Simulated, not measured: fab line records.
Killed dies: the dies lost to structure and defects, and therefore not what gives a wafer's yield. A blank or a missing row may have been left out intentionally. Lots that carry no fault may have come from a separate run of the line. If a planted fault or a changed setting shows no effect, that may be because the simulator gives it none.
Comparing a struck lot with a sound one -- flow sfqLine -- 41 steps out of a route of 325
Sound: wafers L896.1, L896.2, L896.6. Wafers L892.1, L892.2, L892.3 were the ones struck. The cause is named last.
Order at every step that has rows: each side's tool, ch and its chambers, its first start. Under that, the readings that differ: sound wafers -- struck wafers -- difference of the means -- sigmas: that difference in standard deviations of wafers without a fault.
alike: readings whose means differ by less than 2 such deviations, and words and numbers that are the same on both sides. not compared: withheld readings, readings that some wafer has no value for, bounds like >300 that may hide the same value, and numbers for which the record gives no deviation and whose values overlap.
Wherever a step has rows on one side only, a row that says differs or no value, or a row with sigmas, the two part there. When numbers do not overlap yet have no deviation, they are printed without sigmas and do not part them. A reading missing from all wafers of one side parts the sides only when that side holds two or more wafers.

first, 3 steps without rows for these wafers: SFQ_TRILAYER_I6_VIA_STRIP_SOLV_CLEAN_174 (cleans in NMP, time 600 s); SFQ_TRILAYER_M7_DEP_PRE_CLEAN_176 (time 22.5 s); SFQ_TRILAYER_M7_DEP_SPUTTER_175 (material Nb, target thk 200 nm, time 133.3 s).
SFQ_M7_RS_MEAS_943: a four-point-probe measurement.
  sound on filmMetro-03 at day 74 15:49; struck on filmMetro-03 at day 74 04:50
  alike: M7_NB_RS
then, 6 steps without rows for these wafers: SFQ_TRILAYER_M7_LITHO_COAT_182 (resist thk 62 nm); SFQ_TRILAYER_M7_LITHO_COAT_177 (resist thk 600 nm); SFQ_TRILAYER_M7_LITHO_SOFTBAKE_181; SFQ_TRILAYER_M7_LITHO_EXPOSE_178 (exposes mask M7, target cd 500 nm); SFQ_TRILAYER_M7_LITHO_PEB_180 (peb time 60 s); SFQ_TRILAYER_M7_LITHO_DEVELOP_179 (time 60 s).
-- the record jumps here: 4 days lie between the struck wafers' starts before and after --
SFQ_M7_OVL_MEAS_945:
  sound on overlay-01 at day 78 04:59; struck on overlay-01 at day 77 19:23
  alike: M7_OVL
SFQ_TRILAYER_M7_BARC_OPEN_METAL_ETCH_229: etches BARC in O2, target depth 125 nm, time 41.7 s.
  sound on rieMetal-01 ch 0,1, day 78 05:01; struck on rieMetal-02 ch 0,1, day 77 19:25
  no value came back on the struck wafers for biasW (W), chamberPressureMTorr (mTorr), drypumpMotorCurrentA (A), oesProductAu (a.u.); on the sound wafers biasW (W) reads 79.92 79.81 80.00
reading,sound,struck,difference,sigmas
model.KrF_of_TRILAYER_M7_LITHO_COAT_177.thkNm (nm),523.3 523.4 525.8,576.8 574.4 575.9,+51.5,
  not compared: rfHoursCounterH
SFQ_TRILAYER_M7_ETCH_METAL_ETCH_180: etches Nb in Cl2/Ar, stops on SiO2, target depth 240 nm, time 120 s.
  sound on rieMetal-01 ch 0,1, day 78 05:04; struck on rieMetal-02 ch 0,1, day 77 19:28
reading,sound,struck,difference,sigmas
oesProductAu (a.u.),0.909 0.906 0.903,0.375 0.371 0.379,-0.531,-67
model.KrF_of_TRILAYER_M7_LITHO_COAT_177.thkNm (nm),386.1 381.3 388.1,434.2 433 434,+48.6,
  alike: biasW, chamberPressureMTorr, drypumpMotorCurrentA
  not compared: rfHoursCounterH
then, 2 steps without rows for these wafers: SFQ_TRILAYER_M7_STRIP_STRIP_181 (strips in O2); SFQ_TRILAYER_M7_STRIP_SOLV_CLEAN_182 (cleans in NMP, time 600 s).
SFQ_TRILAYER_I7_DEP_PECVD_183: deposits SiO2 from SiH4/N2O, time 111.11 s, target thk 500 nm.
  sound on pecvd-02 ch 0,1,2, day 78 05:58; struck on pecvd-01 ch 0,1,2, day 77 20:22
  alike: chamberPressureTorr, heaterPowerW, throttleValvePct
SFQ_TRILAYER_I7_CMP_CMP_184: polishes SiO2.
  sound on cmp-02 ch 0,1,2, day 78 07:08; struck on cmp-01 ch 1,2,3, day 77 20:27
  alike: headPressurePsi, motorCurrentA, timeToEndpointS
SFQ_I7_BOW_MEAS_946:
  sound on filmMetro-01 at day 78 09:08; struck on filmMetro-03 at day 77 23:27
  alike: I7_BOW
SFQ_TRILAYER_I7_METRO_MEASURE_185:
  sound on filmMetro-01 at day 78 09:15; struck on filmMetro-03 at day 77 23:34
  alike: thkNm
then, 3 steps without rows for these wafers: SFQ_TRILAYER_I7_VIA_LITHO_COAT_192 (resist thk 62 nm); SFQ_TRILAYER_I7_VIA_LITHO_COAT_187 (resist thk 650 nm); SFQ_TRILAYER_I7_VIA_LITHO_SOFTBAKE_191.
SFQ_TRILAYER_I7_VIA_LITHO_EXPOSE_188: exposes mask I7, target cd 1000 nm.
  sound on krfScanner-01 ch 0, day 78 12:34; struck on krfScanner-01, day 78 02:58
  no value came back on the struck wafers for exposureDoseMJCm2, focusOffsetNm (nm), sigmaOuter; on the sound wafers exposureDoseMJCm2 reads 21.329 21.299 21.328
  alike: mask
then, 2 steps without rows for these wafers: SFQ_TRILAYER_I7_VIA_LITHO_PEB_190 (peb time 60 s); SFQ_TRILAYER_I7_VIA_LITHO_DEVELOP_189 (time 60 s).
SFQ_I7_OVL_MEAS_947:
  sound on overlay-02 at day 78 14:04; struck on overlay-02 at day 78 04:28
reading,sound,struck,difference,sigmas
I7_OVL (nm),-12 -11 -12,- - -,no value on the struck wafers,
SFQ_TRILAYER_I7_VIA_BARC_OPEN_VIA_ETCH_260: etches BARC in O2, target depth 125 nm, time 41.7 s.
  sound on rieDiel-03 ch 2,3, day 78 14:06; struck on rieDiel-01 ch 0,1,2, day 78 04:30
  alike: biasW, chamberPressureMTorr, drypumpMotorCurrentA, oesProductAu
  not compared: rfHoursCounterH
SFQ_TRILAYER_I7_VIA_ETCH_VIA_ETCH_190: etches SiO2 in CHF3, stops on Nb, target depth 260 nm.
  sound on rieDiel-03 ch 2,3, day 78 14:08; struck on rieDiel-01 ch 0,1,2, day 78 04:32
reading,sound,struck,difference,sigmas
oesProductAu (a.u.),0.859 0.861 0.861,0.366 0.381 0.375,-0.486,-94
  alike: biasW, chamberPressureMTorr, drypumpMotorCurrentA
then, 8 steps without rows for these wafers: SFQ_TRILAYER_I7_VIA_STRIP_STRIP_191 (strips in O2); SFQ_TRILAYER_I7_VIA_STRIP_SOLV_CLEAN_192 (cleans in NMP, time 600 s); SFQ_TRILAYER_M8_LITHO_LOR_COAT_197; SFQ_TRILAYER_M8_LITHO_LOR_BAKE_198; SFQ_TRILAYER_M8_LITHO_COAT_193 (resist thk 600 nm); SFQ_TRILAYER_M8_LITHO_SOFTBAKE_199; SFQ_TRILAYER_M8_LITHO_PEB_196 (peb time 60 s); SFQ_TRILAYER_M8_LITHO_DEVELOP_195 (img clear 15 s, time 55 s).
SFQ_M8_OVL_MEAS_948:
  sound on overlay-02 at day 78 20:03; struck on overlay-02 at day 78 09:15
reading,sound,struck,difference,sigmas
M8_OVL (nm),4 13 13,- - -,no value on the struck wafers,
then, 3 steps without rows for these wafers: SFQ_TRILAYER_M8_DEP_EVAP_197 (material Ti, target thk 20 nm, time 100 s); SFQ_TRILAYER_M8_DEP_EVAP_198 (material Pt, target thk 50 nm, time 250 s); SFQ_TRILAYER_M8_DEP_EVAP_196 (material Au, target thk 180 nm, time 900 s).
SFQ_M8_BOW_MEAS_951:
  sound on filmMetro-04 at day 78 21:11; struck on filmMetro-04 at day 78 10:23
reading,sound,struck,difference,sigmas
model.etest.m8.ohmSq,0.1526 0.1522 0.1523,1e+06 1e+06 1e+06,+1e+06,
model.etest.i7.linkOhm,1.032 1.026 1.036,1e+06 1e+06 1e+06,+1e+06,
model.etest.m7.combLog10Ohm,12 12 12,0 0 0,-12,
  alike: M8_BOW

## WHERE THEY PART
First at SFQ_TRILAYER_M7_BARC_OPEN_METAL_ETCH_229; last, within this record, at SFQ_M8_OVL_MEAS_948. Later steps at which nothing parts them and some readings are alike: SFQ_M8_BOW_MEAS_951.

WHY: what the simulator had put in
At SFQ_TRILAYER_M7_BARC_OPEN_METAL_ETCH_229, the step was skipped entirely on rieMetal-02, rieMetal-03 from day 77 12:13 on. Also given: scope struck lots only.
